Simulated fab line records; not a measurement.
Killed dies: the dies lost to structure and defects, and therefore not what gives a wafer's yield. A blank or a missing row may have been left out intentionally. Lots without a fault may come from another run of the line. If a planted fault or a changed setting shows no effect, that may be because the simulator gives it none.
Which of the tools did it? + flow gf180mcu + Sampling: 11 lots, 33 wafers, 4 of 602 route steps

== WHAT THE GAUGES READ, wafer by wafer ==
GF_NWELL_OVL_MEAS_07.
| lot  | measured    | on         | NWELL_OVL (nm) |
|------|-------------|------------|----------------|
| L315 | day 3 07:31 | overlay-02 | 0.6 0.3 0.5    |
| L319 | day 4 03:44 | overlay-02 | 1.3 0.1 3.3    |
| L320 | day 4 10:38 | overlay-01 | -0.2 0.8 1.0   |
| L322 | day 4 21:08 | overlay-02 | 0.4 -0.6 0.3   |
| L323 | day 5 03:11 | overlay-02 | 1.4 0.8 -0.1   |
| L324 | day 5 08:48 | overlay-01 | -1.9 -1.5 -1.4 |
| L325 | day 5 13:17 | overlay-02 | -0.5 0.0 0.4   |
| L329 | day 6 13:56 | overlay-01 | -0.4 -0.9 -1.9 |
| L330 | day 6 20:32 | overlay-02 | -0.7 -0.8 -1.7 |
| L334 | day 7 15:04 | overlay-01 | 0.0 -1.5 -0.9  |
| L335 | day 7 22:36 | overlay-02 | -2.8 -2.5 -2.1 |

GF_HV_LDD_THK_MEAS_57.
| lot  | measured     | on            | HV_LDD_CVD_56_THK (nm) |
|------|--------------|---------------|------------------------|
| L315 | day 12 18:04 | film_metro-02 | 90.3 90.0 90.3         |
| L319 | day 14 04:38 | film_metro-02 | 90.3 90.2 90.5         |
| L320 | day 14 09:09 | film_metro-01 | 88.6 89.3 88.5         |
| L322 | day 15 04:28 | film_metro-01 | 90.0 91.3 89.8         |
| L323 | day 15 03:59 | film_metro-01 | 90.3 90.4 90.7         |
| L324 | day 15 20:41 | film_metro-02 | 89.9 89.8 90.1         |
| L325 | day 15 20:02 | film_metro-04 | 89.1 90.0 89.8         |
| L329 | day 17 04:23 | film_metro-01 | 107.1 107.1 107.7      |
| L330 | day 17 16:00 | film_metro-04 | 106.5 106.4 105.8      |
| L334 | day 18 23:06 | film_metro-04 | 90.5 90.4 90.7         |
| L335 | day 19 06:06 | film_metro-01 | 90.5 90.4 90.2         |

== TOOL THAT RAN EACH LOT (tool first, then ch and the chambers of the sampled wafers, then the start) ==
| lot  | GF_VT_IMPLANT_STRIP_09               | GF_HV_LDD_CVD_56            |
|------|--------------------------------------|-----------------------------|
| L315 | plasma_asher-03 ch 0,1, day 5 15:01  | lpcvd-02 ch 1, day 12 16:38 |
| L319 | plasma_asher-01 ch 0,1, day 6 14:46  | lpcvd-02 ch 1, day 14 03:13 |
| L320 | plasma_asher-02 ch 0,1, day 6 21:43  | lpcvd-02 ch 1, day 14 07:43 |
| L322 | plasma_asher-03 ch 0,1, day 7 10:46  | lpcvd-02 ch 0, day 15 03:02 |
| L323 | plasma_asher-02 ch 0,1, day 7 16:01  | lpcvd-01 ch 1, day 15 02:34 |
| L324 | plasma_asher-03 ch 0,1, day 7 23:01  | lpcvd-01 ch 1, day 15 19:14 |
| L325 | plasma_asher-03 ch 0,1, day 8 05:31  | lpcvd-02 ch 0, day 15 18:37 |
| L329 | plasma_asher-03 ch 0,1, day 9 06:07  | lpcvd-01 ch 1, day 17 02:58 |
| L330 | plasma_asher-02 ch 0,1, day 9 14:01  | lpcvd-01 ch 1, day 17 14:34 |
| L334 | plasma_asher-01 ch 0,1, day 10 09:28 | lpcvd-02 ch 0, day 18 21:38 |
| L335 | plasma_asher-01 ch 0,1, day 10 17:56 | lpcvd-02 ch 0, day 19 04:40 |
- GF_VT_IMPLANT_STRIP_09: strips in O2/N2.
- GF_HV_LDD_CVD_56: deposits Si3N4 from DCS/NH3, target thk 90 nm, time 1543 s.

== WHAT THE TOOLS THEMSELVES READ (means of the sampled wafers that have a number; where no wafer has one, the mark that the record gives instead) ==
GF_VT_IMPLANT_STRIP_09.
| lot  | tool            | drypump_motor_current_A (A) | heater_power_w (W) | oes_product_au (a.u.) | strip_time_to_endpoint_s (s) |
|------|-----------------|-----------------------------|--------------------|-----------------------|------------------------------|
| L315 | plasma_asher-03 | 5.9                         | 395                | 0.714                 | 12.64                        |
| L319 | plasma_asher-01 | 5.5                         | 340                | 0.717                 | 12.67                        |
| L320 | plasma_asher-02 | 5.3                         | 345                | 0.718                 | 12.65                        |
| L322 | plasma_asher-03 | 6.1                         | 391                | 0.713                 | 12.62                        |
| L323 | plasma_asher-02 | 5.3                         | 344                | 0.714                 | 12.65                        |
| L324 | plasma_asher-03 | 5.8                         | 396                | 0.717                 | 12.66                        |
| L325 | plasma_asher-03 | 6.1                         | 384                | 0.713                 | 12.64                        |
| L329 | plasma_asher-03 | 5.9                         | 397                | 0.718                 | 12.63                        |
| L330 | plasma_asher-02 | 5.3                         | 349                | 0.719                 | 12.62                        |
| L334 | plasma_asher-01 | 5.7                         | 345                | 0.723                 | 12.66                        |
| L335 | plasma_asher-01 | 5.5                         | 343                | 0.719                 | 12.68                        |

GF_HV_LDD_CVD_56.
| lot  | tool     | spike_tc_upper_C (C) | zone_power_top_pct (%) |
|------|----------|----------------------|------------------------|
| L315 | lpcvd-02 | 767.6                | 25.0                   |
| L319 | lpcvd-02 | 768.9                | 25.3                   |
| L320 | lpcvd-02 | 769.7                | 25.2                   |
| L322 | lpcvd-02 | 770.3                | 24.8                   |
| L323 | lpcvd-01 | 770.9                | 26.6                   |
| L324 | lpcvd-01 | 770.9                | 26.3                   |
| L325 | lpcvd-02 | 771.6                | 24.8                   |
| L329 | lpcvd-01 | 770.4                | 26.8                   |
| L330 | lpcvd-01 | 770.4                | 26.6                   |
| L334 | lpcvd-02 | 768.9                | 24.6                   |
| L335 | lpcvd-02 | 770.2                | 24.5                   |

== THE ANSWER, worked out from the rows above alone ==
Rule: the usual values come from the lots themselves. The widest of any qualifying gaps counts: lots, ordered by their means at a reading, are off when they make up no more than a third of the lots, leave a main group of 4 or more, and stand apart from it by 3 or more times the standard deviation of that group's means. Not used: any main group whose means are identical at the precision the tables above print for the reading. Also off: a lot with no number at a reading for which 4 or more lots have one. The other lots that the step has rows for count as sound. The gauges are gone through in route order, then the tools' own readings, and for those a lot's mean is taken as printed above. At the first step where some lot is off, the reading lying furthest off is the one used; lots without a number count as furthest.
Off: L329, L330, at GF_HV_LDD_THK_MEAS_57 (HV_LDD_CVD_56_THK). For the main group the mean is 90.1 nm and the standard deviation 0.52.
If a tool, at a process step before that reading, ran all the lots that are off and no sound lot after the first of them, it fits. The gauges at GF_HV_LDD_THK_MEAS_57 are tried like those tools. One fits: lpcvd-01 at GF_HV_LDD_CVD_56. Its last sound lot is L324 (day 15 19:14), its first lot that is off L329 (day 17 02:58): a fault that began between those two fits.

== WHAT THE SIMULATOR HAD PUT IN ==
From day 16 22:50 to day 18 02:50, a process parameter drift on lpcvd-01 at GF_HV_LDD_CVD_56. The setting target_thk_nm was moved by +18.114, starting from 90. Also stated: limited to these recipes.
Shown lots that were struck: L329, L330. The same result came from the rule above.
